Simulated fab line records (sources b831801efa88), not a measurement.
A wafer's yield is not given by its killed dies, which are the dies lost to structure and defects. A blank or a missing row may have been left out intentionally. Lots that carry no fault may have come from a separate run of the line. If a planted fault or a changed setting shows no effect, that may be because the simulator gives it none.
2 desks looking at one fault || flow sky130 || what lay behind the numbers comes last; until then each desk has only its own

== AT THE METROLOGY DESK ==
Lot by lot, what the gauges showed, no matter which tool ran the lot: averages of those sampled wafers that carry a number. The brackets show how far a lot's mean lies from the usual mean; more than 4 standard deviations puts the lot out of limits, marked OUT.
Columns: A = INCOMING_BOW at SKY_FIELD_ISO_BOW_MEAS_00, usual -1 um; B = NWELL_01_OVL at SKY_NWELL_OVL_MEAS_23, usual -1.0 nm; C = SONOS_ONO_OXIDATION_THK at SKY_SONOS_ONO_THK_MEAS_01, usual 2.61 nm
{"lot": "L425", "first seen here": "day 1 20:00", "A": 1, "B": -1.7, "C": 2.63}
{"lot": "L426", "first seen here": "day 2 01:01", "A": 4, "B": -3.5, "C": 2.53}
{"lot": "L427", "first seen here": "day 2 06:00", "A": -9, "B": -1.3, "C": 2.63}
{"lot": "L428", "first seen here": "day 2 11:02", "A": -2, "B": -0.6, "C": 2.70}
{"lot": "L429", "first seen here": "day 2 16:02", "A": 4, "B": -2.1, "C": 2.66}
{"lot": "L436", "first seen here": "day 4 03:00", "A": -2, "B": -0.7, "C": 2.80}
{"lot": "L437", "first seen here": "day 4 08:02", "A": -4, "B": 0.1, "C": 2.77}
{"lot": "L440", "first seen here": "day 4 23:00", "A": -4, "B": 1.7, "C": 2.57}
{"lot": "L441", "first seen here": "day 5 04:00", "A": 5, "B": 0.0, "C": 2.64}
{"lot": "L442", "first seen here": "day 5 09:00", "A": 0, "B": 1.6, "C": 2.53}
{"lot": "L443", "first seen here": "day 5 14:01", "A": -2, "B": -0.2, "C": 2.56}
{"lot": "L446", "first seen here": "day 6 05:00", "A": -4, "B": -0.6, "C": 2.61}
This desk's finding: nothing out of limits on any of the 12 lots.

== DESK OF THE TOOL OWNER: furnace-02 ==
The tool's own readings at SKY_SONOS_ONO_OXIDATION_00 (stabilise 600 s, purge 300 s, target thk 2.6 nm): means of the sampled wafers that have a number, for each lot that ran on this tool. The brackets show how far a lot's mean lies from the usual mean; more than 4 standard deviations puts the lot out of limits, marked OUT.
Columns: A = ramp-up-c-per-min at SKY_SONOS_ONO_OXIDATION_00, usual 10.000; B = spike-tc-lower-C at SKY_SONOS_ONO_OXIDATION_00, usual 800.3 C; C = spike-tc-top-C at SKY_SONOS_ONO_OXIDATION_00, usual 812.3 C
{"lot": "L425", "first seen here": "day 11 22:06", "A": 10.000, "B": 798.4, "C": 811.4}
{"lot": "L428", "first seen here": "day 12 18:50", "A": 10.000, "B": 797.7, "C": 811.4}
{"lot": "L436", "first seen here": "day 15 23:17", "A": 10.001, "B": 798.8, "C": 812.2}
{"lot": "L437", "first seen here": "day 16 00:38", "A": 10.000, "B": 798.8, "C": 810.6}
{"lot": "L442", "first seen here": "day 18 09:14", "A": 10.001, "B": 798.7, "C": 811.6}
{"lot": "L443", "first seen here": "day 18 09:14", "A": 9.999, "B": 798.4, "C": 811.4}
{"lot": "L446", "first seen here": "day 19 13:01", "A": 10.000, "B": 798.8, "C": 811.8}
This desk's finding: nothing out of limits on any of the 7 lots.

== PUT TOGETHER ==
The metrology desk saw nothing out of limits.
Nothing out of limits was seen by the tool owner's desk.

== WHAT HAD BEEN PUT IN BY THE SIMULATOR ==
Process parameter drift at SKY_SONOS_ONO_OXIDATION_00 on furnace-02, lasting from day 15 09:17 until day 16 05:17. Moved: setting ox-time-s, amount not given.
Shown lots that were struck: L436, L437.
